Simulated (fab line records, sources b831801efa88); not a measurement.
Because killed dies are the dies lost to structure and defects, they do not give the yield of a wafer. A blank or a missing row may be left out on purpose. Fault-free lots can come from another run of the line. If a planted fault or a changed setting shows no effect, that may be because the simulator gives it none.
The tool behind it: which one? -- flow sfqLine -- 42 wafers sampled from 14 lots at 1 step of a route of 325

WHAT THE GAUGES READ, wafer by wafer
SFQ_I4_BOW_MEAS_927. Usual: I4_BOW gives 0 um (standard deviation 9.2).
lot,measured,on,I4_BOW (um),flag
L960,day 41 15:52,filmMetro-03,3 2 5,
L961,day 42 10:38,filmMetro-04,7 2 5,
L962,day 44 11:25,filmMetro-04,7 14 13,
L966,day 45 11:27,filmMetro-04,-4 9 1,
L967,day 45 14:26,filmMetro-03,12 0 7,
L968,day 45 17:26,filmMetro-02,-13 -15 -13,
L969,day 45 20:23,filmMetro-02,-10 -3 -3,
L970,day 45 23:26,filmMetro-03,-1 5 6,
L974,day 47 13:26,filmMetro-02,-6 7 10,
L975,day 47 17:25,filmMetro-03,-3 2 8,
L978,day 48 02:38,filmMetro-04,-3 -10 7,
L981,day 48 14:37,filmMetro-02,-10 -12 -22,
L982,day 48 20:23,filmMetro-03,-1 13 7,
L983,day 49 14:59,filmMetro-04,-14 -1 6,

EACH LOT AND THE TOOL THAT RAN IT (in order: tool; ch and the chambers of the sampled wafers; start)
Record: no process step prior to these readings.

WHAT THE TOOLS THEMSELVES READ (means of the sampled wafers that have a number; where no wafer has one, the mark that the record gives instead)
The record holds no such reading with a usual standard deviation.

THE ANSWER, worked out from the rows above alone
Rule: take the mean of a lot's wafers that have a number; if it is more than 3 standard deviations from the usual mean, the lot is off. Also off: a lot with no number at a reading for which 4 or more lots have one. All remaining lots with rows at the step are treated as sound. First the gauges in route order, then the tools' own readings, where a lot's mean is used as printed above. At the first step where some lot is off, the reading lying furthest off is the one used; lots without a number count as furthest.
No lot is off on any of the readings shown, so nothing can be concluded from this.

WHAT WAS PUT IN BY THE SIMULATOR
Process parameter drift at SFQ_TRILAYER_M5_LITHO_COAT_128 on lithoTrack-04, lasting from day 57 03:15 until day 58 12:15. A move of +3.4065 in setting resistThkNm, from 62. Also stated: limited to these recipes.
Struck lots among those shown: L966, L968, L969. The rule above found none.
